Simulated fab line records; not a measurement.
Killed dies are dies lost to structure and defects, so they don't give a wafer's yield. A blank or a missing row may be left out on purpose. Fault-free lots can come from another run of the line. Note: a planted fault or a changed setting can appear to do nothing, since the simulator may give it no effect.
What tool caused it? / flow sky130 / Sampling: 12 lots, 36 wafers, 5 of 708 route steps

WHAT EACH GAUGE READ, for each wafer
The record holds no reading of a measuring or inspecting step that can be judged against a usual standard deviation.

WHAT TOOL EACH LOT RAN ON (gives the tool, then ch and the chambers of the sampled wafers, and finally the start)
lot=L574; SKY_METAL2_SPUTTER_04=pvd-sputter-03, day 36 00:55; SKY_PASSIVATION_CVD_00=pecvd-04 ch 0,1,2, day 46 08:52; SKY_PASSIVATION_CVD_02=pecvd-01 ch 0,1,2, day 46 09:04; SKY_PAD_OPEN_STRIP_08=plasma-asher-01 ch 0,1, day 48 04:08; SKY_PAD_OPEN_PROBE_99=-
lot=L576; SKY_METAL2_SPUTTER_04=pvd-sputter-03, day 36 23:07; SKY_PASSIVATION_CVD_00=pecvd-02 ch 0,1,2, day 47 01:32; SKY_PASSIVATION_CVD_02=pecvd-04 ch 0,1,2, day 47 01:43; SKY_PAD_OPEN_STRIP_08=plasma-asher-04 ch 0,1, day 48 19:05; SKY_PAD_OPEN_PROBE_99=-
lot=L577; SKY_METAL2_SPUTTER_04=pvd-sputter-03, day 37 05:01; SKY_PASSIVATION_CVD_00=pecvd-02 ch 1,2, day 47 05:47; SKY_PASSIVATION_CVD_02=pecvd-01 ch 0,2, day 47 05:53; SKY_PAD_OPEN_STRIP_08=plasma-asher-02 ch 0,1, day 49 00:33; SKY_PAD_OPEN_PROBE_99=-
lot=L578; SKY_METAL2_SPUTTER_04=pvd-sputter-03, day 37 12:21; SKY_PASSIVATION_CVD_00=pecvd-04 ch 0,1,2, day 47 08:38; SKY_PASSIVATION_CVD_02=pecvd-01 ch 0,2, day 47 08:44; SKY_PAD_OPEN_STRIP_08=plasma-asher-04 ch 0,1, day 49 02:51; SKY_PAD_OPEN_PROBE_99=-
lot=L579; SKY_METAL2_SPUTTER_04=pvd-sputter-02, day 37 19:28; SKY_PASSIVATION_CVD_00=pecvd-02 ch 0,1, day 47 17:18; SKY_PASSIVATION_CVD_02=pecvd-04 ch 0,1,2, day 47 17:23; SKY_PAD_OPEN_STRIP_08=plasma-asher-02 ch 0,1, day 49 10:52; SKY_PAD_OPEN_PROBE_99=-
lot=L580; SKY_METAL2_SPUTTER_04=pvd-sputter-03, day 38 01:07; SKY_PASSIVATION_CVD_00=pecvd-01 ch 0,2, day 47 18:22; SKY_PASSIVATION_CVD_02=pecvd-02 ch 0,1,2, day 47 18:26; SKY_PAD_OPEN_STRIP_08=plasma-asher-01 ch 0,1, day 49 11:13; SKY_PAD_OPEN_PROBE_99=prober-02, day 49 13:27
lot=L581; SKY_METAL2_SPUTTER_04=pvd-sputter-03, day 38 14:01; SKY_PASSIVATION_CVD_00=pecvd-01 ch 0,1, day 48 05:47; SKY_PASSIVATION_CVD_02=pecvd-02 ch 0,1,2, day 48 05:53; SKY_PAD_OPEN_STRIP_08=plasma-asher-04 ch 0,1, day 49 21:58; SKY_PAD_OPEN_PROBE_99=prober-01, day 50 00:13
lot=L589; SKY_METAL2_SPUTTER_04=pvd-sputter-04, day 41 11:30; SKY_PASSIVATION_CVD_00=pecvd-02 ch 0,1,2, day 50 06:43; SKY_PASSIVATION_CVD_02=pecvd-01 ch 0,2, day 50 06:48; SKY_PAD_OPEN_STRIP_08=plasma-asher-04 ch 0,1, day 51 18:01; SKY_PAD_OPEN_PROBE_99=-
lot=L590; SKY_METAL2_SPUTTER_04=pvd-sputter-03, day 41 21:21; SKY_PASSIVATION_CVD_00=pecvd-04 ch 1,2, day 50 13:00; SKY_PASSIVATION_CVD_02=pecvd-01 ch 0,1,2, day 50 13:05; SKY_PAD_OPEN_STRIP_08=plasma-asher-01 ch 0,1, day 51 23:48; SKY_PAD_OPEN_PROBE_99=-
lot=L592; SKY_METAL2_SPUTTER_04=pvd-sputter-02, day 42 02:01; SKY_PASSIVATION_CVD_00=pecvd-02 ch 0,2, day 50 17:37; SKY_PASSIVATION_CVD_02=pecvd-04 ch 1,2, day 50 17:43; SKY_PAD_OPEN_STRIP_08=plasma-asher-02 ch 0,1, day 52 04:24; SKY_PAD_OPEN_PROBE_99=-
lot=L594; SKY_METAL2_SPUTTER_04=pvd-sputter-02, day 42 15:30; SKY_PASSIVATION_CVD_00=pecvd-02 ch 0,2, day 51 02:34; SKY_PASSIVATION_CVD_02=pecvd-01 ch 0,1,2, day 51 02:38; SKY_PAD_OPEN_STRIP_08=plasma-asher-04 ch 0,1, day 52 11:48; SKY_PAD_OPEN_PROBE_99=-
lot=L595; SKY_METAL2_SPUTTER_04=pvd-sputter-03, day 42 19:58; SKY_PASSIVATION_CVD_00=pecvd-02 ch 0,1, day 51 05:12; SKY_PASSIVATION_CVD_02=pecvd-01 ch 0,1, day 51 05:17; SKY_PAD_OPEN_STRIP_08=plasma-asher-04 ch 0,1, day 52 13:57; SKY_PAD_OPEN_PROBE_99=-
- SKY_METAL2_SPUTTER_04: material TiN, target thk 70 nm, time 58.3 s.
- SKY_PASSIVATION_CVD_00: deposits SiO2, target thk 90 nm.
- SKY_PASSIVATION_CVD_02: deposits Si3N4, target thk 540 nm.
- SKY_PAD_OPEN_STRIP_08: strips in O2/N2.
- SKY_PAD_OPEN_PROBE_99

AS READ BY THE TOOLS THEMSELVES (means over the sampled wafers that have a number; for cases with no such wafer, the mark the record gives instead)
SKY_METAL2_SPUTTER_04. Usual: throttle-valve-pct 30.3 %, standard deviation 1.2.
lot=L574; tool=pvd-sputter-03; throttle-valve-pct (%)=29.8; flag=
lot=L576; tool=pvd-sputter-03; throttle-valve-pct (%)=30.5; flag=
lot=L577; tool=pvd-sputter-03; throttle-valve-pct (%)=29.7; flag=
lot=L578; tool=pvd-sputter-03; throttle-valve-pct (%)=30.5; flag=
lot=L579; tool=pvd-sputter-02; throttle-valve-pct (%)=31.8; flag=
lot=L580; tool=pvd-sputter-03; throttle-valve-pct (%)=30.8; flag=
lot=L581; tool=pvd-sputter-03; throttle-valve-pct (%)=30.5; flag=
lot=L589; tool=pvd-sputter-04; throttle-valve-pct (%)=30.0; flag=
lot=L590; tool=pvd-sputter-03; throttle-valve-pct (%)=28.5; flag=
lot=L592; tool=pvd-sputter-02; throttle-valve-pct (%)=30.4; flag=
lot=L594; tool=pvd-sputter-02; throttle-valve-pct (%)=30.4; flag=
lot=L595; tool=pvd-sputter-03; throttle-valve-pct (%)=29.5; flag=

SKY_PASSIVATION_CVD_00. Usual: heater-power-w 640 W, standard deviation 120.
lot=L574; tool=pecvd-04; heater-power-w (W)=591; flag=
lot=L576; tool=pecvd-02; heater-power-w (W)=635; flag=
lot=L577; tool=pecvd-02; heater-power-w (W)=673; flag=
lot=L578; tool=pecvd-04; heater-power-w (W)=629; flag=
lot=L579; tool=pecvd-02; heater-power-w (W)=632; flag=
lot=L580; tool=pecvd-01; heater-power-w (W)=676; flag=
lot=L581; tool=pecvd-01; heater-power-w (W)=731; flag=
lot=L589; tool=pecvd-02; heater-power-w (W)=590; flag=
lot=L590; tool=pecvd-04; heater-power-w (W)=637; flag=
lot=L592; tool=pecvd-02; heater-power-w (W)=547; flag=
lot=L594; tool=pecvd-02; heater-power-w (W)=594; flag=
lot=L595; tool=pecvd-02; heater-power-w (W)=619; flag=

SKY_PASSIVATION_CVD_02. Usual: heater-power-w 704 W, standard deviation 110.
lot=L574; tool=pecvd-01; heater-power-w (W)=702; flag=
lot=L576; tool=pecvd-04; heater-power-w (W)=630; flag=
lot=L577; tool=pecvd-01; heater-power-w (W)=656; flag=
lot=L578; tool=pecvd-01; heater-power-w (W)=670; flag=
lot=L579; tool=pecvd-04; heater-power-w (W)=688; flag=
lot=L580; tool=pecvd-02; heater-power-w (W)=632; flag=
lot=L581; tool=pecvd-02; heater-power-w (W)=671; flag=
lot=L589; tool=pecvd-01; heater-power-w (W)=615; flag=
lot=L590; tool=pecvd-01; heater-power-w (W)=737; flag=
lot=L592; tool=pecvd-04; heater-power-w (W)=702; flag=
lot=L594; tool=pecvd-01; heater-power-w (W)=779; flag=
lot=L595; tool=pecvd-01; heater-power-w (W)=798; flag=

SKY_PAD_OPEN_STRIP_08. Usual: drypump-motor-current-A 5.87 A, standard deviation 0.17; oes-product-au 0.663 a.u., standard deviation 0.0045; strip-time-to-endpoint-s 37.10 s, standard deviation 0.11.
lot=L574; tool=plasma-asher-01; drypump-motor-current-A (A)=5.99; oes-product-au (a.u.)=0.665; strip-time-to-endpoint-s (s)=37.17; flag=
lot=L576; tool=plasma-asher-04; drypump-motor-current-A (A)=5.83; oes-product-au (a.u.)=0.659; strip-time-to-endpoint-s (s)=36.91; flag=
lot=L577; tool=plasma-asher-02; drypump-motor-current-A (A)=5.70; oes-product-au (a.u.)=0.662; strip-time-to-endpoint-s (s)=37.09; flag=
lot=L578; tool=plasma-asher-04; drypump-motor-current-A (A)=5.84; oes-product-au (a.u.)=0.665; strip-time-to-endpoint-s (s)=37.07; flag=
lot=L579; tool=plasma-asher-02; drypump-motor-current-A (A)=5.86; oes-product-au (a.u.)=0.660; strip-time-to-endpoint-s (s)=37.00; flag=
lot=L580; tool=plasma-asher-01; drypump-motor-current-A (A)=5.93; oes-product-au (a.u.)=0.666; strip-time-to-endpoint-s (s)=37.19; flag=
lot=L581; tool=plasma-asher-04; drypump-motor-current-A (A)=5.94; oes-product-au (a.u.)=0.667; strip-time-to-endpoint-s (s)=37.09; flag=
lot=L589; tool=plasma-asher-04; drypump-motor-current-A (A)=5.85; oes-product-au (a.u.)=0.659; strip-time-to-endpoint-s (s)=37.26; flag=
lot=L590; tool=plasma-asher-01; drypump-motor-current-A (A)=5.91; oes-product-au (a.u.)=0.668; strip-time-to-endpoint-s (s)=37.06; flag=
lot=L592; tool=plasma-asher-02; drypump-motor-current-A (A)=5.86; oes-product-au (a.u.)=0.664; strip-time-to-endpoint-s (s)=36.90; flag=
lot=L594; tool=plasma-asher-04; drypump-motor-current-A (A)=5.94; oes-product-au (a.u.)=0.666; strip-time-to-endpoint-s (s)=37.15; flag=
lot=L595; tool=plasma-asher-04; drypump-motor-current-A (A)=5.84; oes-product-au (a.u.)=0.666; strip-time-to-endpoint-s (s)=37.23; flag=

SKY_PAD_OPEN_PROBE_99. Usual: defect-limited-yield 82.5 %, standard deviation 1.9; killed_at_M0_to_M3 44, standard deviation 7.1; killed_at_M4_up 3.3, standard deviation 1.9; killed-at-contacts 24, standard deviation 5.3; killed-at-front-end 15, standard deviation 4.5; killed-at-other 0.3, standard deviation 0.55; killed-dies 86, standard deviation 9.5; killed-open 46, standard deviation 7.3; killed-short 39, standard deviation 6.4; sort_bin_3_pad_short 0.9 %, standard deviation 0.43; sort_bin_5_function 10.3 %, standard deviation 1.4; sort_bin_6_memory 6.3 %, standard deviation 1; sort-n-pass 406, standard deviation 9.5; sort-yield-pct 82.5 %, standard deviation 1.9.
lot=L580; tool=prober-02; defect-limited-yield (%)=75.1; killed_at_M0_to_M3=81; killed_at_M4_up=3.7; killed-at-contacts=26; killed-at-front-end=11; killed-at-other=0.3; killed-dies=122; killed-open=44; killed-short=37; sort_bin_3_pad_short (%)=3.1; sort_bin_5_function (%)=15.1; sort_bin_6_memory (%)=6.7; sort-n-pass=370; sort-yield-pct (%)=75.1; flag=OFF
lot=L581; tool=prober-01; defect-limited-yield (%)=78.0; killed_at_M0_to_M3=69; killed_at_M4_up=2.7; killed-at-contacts=22; killed-at-front-end=15; killed-at-other=0.3; killed-dies=108; killed-open=45; killed-short=40; sort_bin_3_pad_short (%)=2.3; sort_bin_5_function (%)=12.6; sort_bin_6_memory (%)=7.2; sort-n-pass=384; sort-yield-pct (%)=78.0; flag=OFF

THE ANSWER, worked out from the rows above alone
Rule: take the mean of a lot's wafers that have a number; if it is more than 3 standard deviations from the usual mean, the lot is off. Also off: a lot with no number at a reading for which 4 or more lots have one. Any other lot the step has rows for is counted as sound. Order of review: gauges by route order, followed by the tools' own readings, for which a lot's mean as printed above is used. The first step at which some lot is off is used, and at that step the reading that is off furthest; a lot without a number counts as furthest.
Off, at SKY_PAD_OPEN_PROBE_99 on killed_at_M0_to_M3: L580, L581. Neither off nor sound, because the step has no rows for them: L574, L576, L577, L578, L579, L589, L590, L592, L594, L595.
A tool fits if, at that step or a process step before it, it ran every lot that is off, and no sound lot after the first of them. Can't be told from this: 3 tools fit, pvd-sputter-03 at SKY_METAL2_SPUTTER_04, pecvd-01 at SKY_PASSIVATION_CVD_00, pecvd-02 at SKY_PASSIVATION_CVD_02.

WHAT WAS PUT IN BY THE SIMULATOR
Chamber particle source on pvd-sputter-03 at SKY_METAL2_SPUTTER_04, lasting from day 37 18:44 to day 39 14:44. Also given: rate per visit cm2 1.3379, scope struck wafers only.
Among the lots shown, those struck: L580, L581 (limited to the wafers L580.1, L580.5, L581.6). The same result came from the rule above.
